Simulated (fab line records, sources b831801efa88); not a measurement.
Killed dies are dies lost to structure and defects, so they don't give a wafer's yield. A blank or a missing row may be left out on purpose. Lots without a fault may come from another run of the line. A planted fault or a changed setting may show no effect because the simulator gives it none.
Which tool did it? | flow gf180mcu | 24 lots, 72 wafers sampled, at 4 steps of a route of 602

WHAT THE GAUGES READ, wafer by wafer
GF_V4_THK_MEAS_25: measures by xrf.
lot  | measured     | on            | V4_W_THK (nm)
L074 | day 24 08:47 | film_metro-03 | 356 361 356
L075 | day 24 15:35 | film_metro-04 | 354 357 361
L076 | day 24 22:02 | film_metro-04 | 356 361 356
L077 | day 25 10:12 | film_metro-03 | 356 358 360
L078 | day 25 17:44 | film_metro-01 | 358 356 361
L079 | day 26 03:31 | film_metro-04 | 352 353 354
L080 | day 26 12:13 | film_metro-03 | 360 355 363
L081 | day 26 22:14 | film_metro-04 | 353 353 354
L083 | day 27 08:25 | film_metro-01 | 360 355 363
L082 | day 27 13:14 | film_metro-01 | 358 355 354
L084 | day 28 04:40 | film_metro-04 | 355 356 349
L085 | day 28 13:40 | film_metro-03 | 359 361 363
L086 | day 28 14:57 | film_metro-01 | 358 361 363
L087 | day 28 22:53 | film_metro-04 | 355 359 352
L088 | day 29 06:16 | film_metro-03 | 367 359 365
L089 | day 29 14:32 | film_metro-04 | 359 354 356
L090 | day 29 19:04 | film_metro-03 | 357 364 356
L091 | day 29 19:25 | film_metro-01 | 367 358 365
L092 | day 30 04:58 | film_metro-03 | 362 359 359
L093 | day 30 06:56 | film_metro-01 | 360 357 355
L094 | day 30 19:26 | film_metro-04 | 356 357 351
L095 | day 30 21:40 | film_metro-03 | 366 365 366
L096 | day 31 01:54 | film_metro-03 | 364 360 364
L097 | day 31 07:53 | film_metro-01 | 353 355 361

WHICH TOOL RAN EACH LOT (tool, then ch and the chambers of the sampled wafers, then the start)
lot  | GF_V3_ETCH_17                                 | GF_V3_STRIP_18                       | GF_M4_METAL_ETCH_16
L074 | rie_diel-02 ch 0,2,3, day 22 06:30 or earlier | plasma_asher-01 ch 0,1, day 22 06:30 | rie_metal-03 ch 1, day 23 07:37
L075 | rie_diel-04 ch 0,1,3, day 22 14:28 or earlier | plasma_asher-03 ch 0,1, day 22 14:28 | rie_metal-04 ch 0,1, day 23 14:41
L076 | rie_diel-02 ch 1,2,3, day 22 21:03 or earlier | plasma_asher-01 ch 1, day 22 21:03   | rie_metal-04 ch 0,1, day 23 21:29
L077 | rie_diel-02 ch 1,2,3, day 23 09:15 or earlier | plasma_asher-03 ch 0,1, day 23 09:15 | rie_metal-01 ch 0,1, day 24 09:49
L078 | rie_diel-04 ch 0,1,3, day 23 18:34 or earlier | plasma_asher-03 ch 0,1, day 23 18:34 | rie_metal-01 ch 0,1, day 24 17:28
L079 | rie_diel-04 ch 0,2,3, day 24 05:03 or earlier | plasma_asher-03 ch 0,1, day 24 05:03 | rie_metal-03 ch 0,1, day 25 04:14
L080 | rie_diel-01 ch 0,2,3, day 24 13:58 or earlier | plasma_asher-01 ch 0,1, day 24 13:58 | rie_metal-03 ch 0,1, day 25 13:22
L081 | rie_diel-02 ch 1,3, day 25 00:52 or earlier   | plasma_asher-02 ch 0,1, day 25 00:52 | rie_metal-04 ch 0,1, day 26 00:17
L083 | rie_diel-02 ch 0,3, day 25 10:34 or earlier   | plasma_asher-01 ch 0,1, day 25 10:34 | rie_metal-03 ch 0,1, day 26 09:46
L082 | rie_diel-04 ch 0,1, day 25 14:58 or earlier   | plasma_asher-02 ch 0,1, day 25 14:58 | rie_metal-01 ch 0,1, day 26 13:43
L084 | rie_diel-04 ch 0,1,3, day 26 07:36 or earlier | plasma_asher-02 ch 0,1, day 26 07:36 | rie_metal-01 ch 0,1, day 27 06:20
L085 | rie_diel-01 ch 0,1,2, day 26 17:37 or earlier | plasma_asher-01 ch 0,1, day 26 17:37 | rie_metal-01 ch 0,1, day 27 15:26
L086 | rie_diel-04 ch 0,1, day 26 19:24 or earlier   | plasma_asher-02 ch 0,1, day 26 19:24 | rie_metal-04 ch 0,1, day 27 16:55
L087 | rie_diel-02 ch 0,1,3, day 27 03:52 or earlier | plasma_asher-02 ch 0,1, day 27 03:52 | rie_metal-03 ch 0,1, day 28 01:05
L088 | rie_diel-04 ch 0,1,2, day 27 11:05 or earlier | plasma_asher-03 ch 0,1, day 27 11:05 | rie_metal-03 ch 0,1, day 28 08:22
L089 | rie_diel-02 ch 1,3, day 27 20:10 or earlier   | plasma_asher-02 ch 0,1, day 27 20:10 | rie_metal-04 ch 1, day 28 17:05
L090 | rie_diel-01 ch 2,3, day 28 00:55 or earlier   | plasma_asher-01 ch 0,1, day 28 00:55 | rie_metal-04 ch 0,1, day 28 21:55
L091 | rie_diel-02 ch 0,1,2, day 28 01:54 or earlier | plasma_asher-03 ch 0,1, day 28 01:54 | rie_metal-01 ch 0,1, day 28 22:34
L092 | rie_diel-02 ch 0,3, day 28 10:34 or earlier   | plasma_asher-02 ch 0,1, day 28 10:34 | rie_metal-03 ch 0,1, day 29 07:35
L093 | rie_diel-01 ch 1,2,3, day 28 13:08 or earlier | plasma_asher-01 ch 0,1, day 28 13:08 | rie_metal-01 ch 0,1, day 29 10:20
L094 | rie_diel-02 ch 1,2,3, day 29 03:04 or earlier | plasma_asher-01 ch 1, day 29 03:04   | rie_metal-03 ch 0,1, day 29 22:59
L095 | rie_diel-04 ch 0,2,3, day 29 04:40 or earlier | plasma_asher-03 ch 1, day 29 04:40   | rie_metal-04 ch 0, day 30 01:08
L096 | rie_diel-01 ch 0,1,3, day 29 09:13 or earlier | plasma_asher-03 ch 0,1, day 29 09:13 | rie_metal-03 ch 0,1, day 30 05:07
L097 | rie_diel-01 ch 1,3, day 29 15:55 or earlier   | plasma_asher-03 ch 0,1, day 29 15:55 | rie_metal-01 ch 0,1, day 30 11:27
- GF_V3_ETCH_17: etches SiO2 in C4F8/O2/Ar, stops on TiN, target depth 635 nm.
- GF_V3_STRIP_18: strips in O2/N2.
- GF_M4_METAL_ETCH_16: etches the open film in Cl2/BCl3, stops on SiO2, target depth 627.5 nm, time 104.6 s.

WHAT THE TOOLS THEMSELVES READ (means of the sampled wafers that have a number; where no wafer has one, the mark that the record gives instead)
GF_V3_ETCH_17.
lot  | tool        | oes_product_au (a.u.)
L074 | rie_diel-02 | 0.855
L075 | rie_diel-04 | 0.856
L076 | rie_diel-02 | 0.857
L077 | rie_diel-02 | 0.856
L078 | rie_diel-04 | 0.855
L079 | rie_diel-04 | 0.860
L080 | rie_diel-01 | 0.857
L081 | rie_diel-02 | 0.858
L083 | rie_diel-02 | 0.862
L082 | rie_diel-04 | 0.855
L084 | rie_diel-04 | 0.854
L085 | rie_diel-01 | 0.856
L086 | rie_diel-04 | 0.859
L087 | rie_diel-02 | 0.858
L088 | rie_diel-04 | 0.854
L089 | rie_diel-02 | 0.858
L090 | rie_diel-01 | 0.858
L091 | rie_diel-02 | 0.854
L092 | rie_diel-02 | 0.858
L093 | rie_diel-01 | 0.855
L094 | rie_diel-02 | 0.855
L095 | rie_diel-04 | 0.852
L096 | rie_diel-01 | 0.855
L097 | rie_diel-01 | 0.852

GF_V3_STRIP_18.
lot  | tool            | drypump_motor_current_A (A) | heater_power_w (W) | n2_flow_sccm (sccm) | oes_product_au (a.u.)
L074 | plasma_asher-01 | 5.71                        | 327                | 299.6               | 0.591
L075 | plasma_asher-03 | 5.64                        | 360                | 299.5               | 0.585
L076 | plasma_asher-01 | 5.60                        | 315                | 301.1               | 0.592
L077 | plasma_asher-03 | 5.62                        | 357                | 300.3               | 0.593
L078 | plasma_asher-03 | 5.62                        | 355                | 300.3               | 0.590
L079 | plasma_asher-03 | 5.72                        | 342                | 300.7               | 0.588
L080 | plasma_asher-01 | 5.80                        | 346                | 300.3               | 0.589
L081 | plasma_asher-02 | 5.53                        | 412                | 299.5               | 0.598
L083 | plasma_asher-01 | 5.80                        | 346                | 299.2               | 0.594
L082 | plasma_asher-02 | 5.51                        | 418                | 300.4               | 0.595
L084 | plasma_asher-02 | 5.50                        | 404                | 300.5               | 0.595
L085 | plasma_asher-01 | 5.70                        | 327                | 299.9               | 0.593
L086 | plasma_asher-02 | 5.51                        | 402                | 300.3               | 0.587
L087 | plasma_asher-02 | 5.56                        | 412                | 301.0               | 0.588
L088 | plasma_asher-03 | 5.75                        | 345                | 299.9               | 0.587
L089 | plasma_asher-02 | 5.55                        | 409                | 300.3               | 0.587
L090 | plasma_asher-01 | 5.81                        | 345                | 299.7               | 0.588
L091 | plasma_asher-03 | 5.64                        | 353                | 300.0               | 0.589
L092 | plasma_asher-02 | 5.49                        | 401                | 300.2               | 0.593
L093 | plasma_asher-01 | 5.80                        | 345                | 300.2               | 0.595
L094 | plasma_asher-01 | 5.57                        | 312                | 298.8               | 0.596
L095 | plasma_asher-03 | 5.48                        | 375                | 300.5               | 0.591
L096 | plasma_asher-03 | 5.63                        | 361                | 299.0               | 0.594
L097 | plasma_asher-03 | 5.63                        | 354                | 299.6               | 0.591

GF_M4_METAL_ETCH_16.
lot  | tool         | drypump_motor_current_A (A) | oes_product_au (a.u.) | throttle_valve_pct (%)
L074 | rie_metal-03 | 5.8                         | 0.977                 | 28.243
L075 | rie_metal-04 | 5.7                         | 0.973                 | 28.244
L076 | rie_metal-04 | 5.7                         | 0.980                 | 28.244
L077 | rie_metal-01 | 5.4                         | 0.976                 | 28.247
L078 | rie_metal-01 | 5.4                         | 0.970                 | 28.252
L079 | rie_metal-03 | 5.5                         | 0.974                 | 28.259
L080 | rie_metal-03 | 5.2                         | 0.974                 | 28.241
L081 | rie_metal-04 | 5.9                         | 0.976                 | 28.257
L083 | rie_metal-03 | 5.5                         | 0.970                 | 28.253
L082 | rie_metal-01 | 5.1                         | 0.964                 | 28.259
L084 | rie_metal-01 | 5.1                         | 0.966                 | 28.258
L085 | rie_metal-01 | 5.1                         | 0.979                 | 28.246
L086 | rie_metal-04 | 5.7                         | 0.972                 | 28.253
L087 | rie_metal-03 | 5.3                         | 0.967                 | 28.254
L088 | rie_metal-03 | 5.3                         | 0.980                 | 28.243
L089 | rie_metal-04 | 6.2                         | 0.967                 | 28.260
L090 | rie_metal-04 | 6.0                         | 0.973                 | 28.255
L091 | rie_metal-01 | 5.4                         | 0.971                 | 28.252
L092 | rie_metal-03 | 5.3                         | 0.974                 | 28.251
L093 | rie_metal-01 | 5.1                         | 0.973                 | 28.246
L094 | rie_metal-03 | 5.5                         | 0.976                 | 28.239
L095 | rie_metal-04 | 5.3                         | 0.973                 | 28.249
L096 | rie_metal-03 | 5.3                         | 0.976                 | 28.254
L097 | rie_metal-01 | 5.4                         | 0.968                 | 28.249

THE ANSWER, worked out from the rows above alone
Rule: what is usual is taken from the lots themselves. Put in order of their means at a reading, lots are off if they are a third of the lots or fewer, leave a main group of 4 or more, and stand apart from it by a gap of 3 or more times the standard deviation of the main group's means; of several such gaps the widest counts. A main group whose means are all the same, to the digits that the tables above print for the reading, isn't used. A lot without any number at a reading at which 4 lots or more have one is off too. The other lots that the step has rows for count as sound. The gauges are gone through in route order, then the tools' own readings, and for those a lot's mean is taken as printed above. The first step at which some lot is off is used, and at that step the reading that is off furthest; a lot without a number counts as furthest.
No lot is off at any reading shown: from this, nothing can be told.

WHAT THE SIMULATOR HAD PUT IN
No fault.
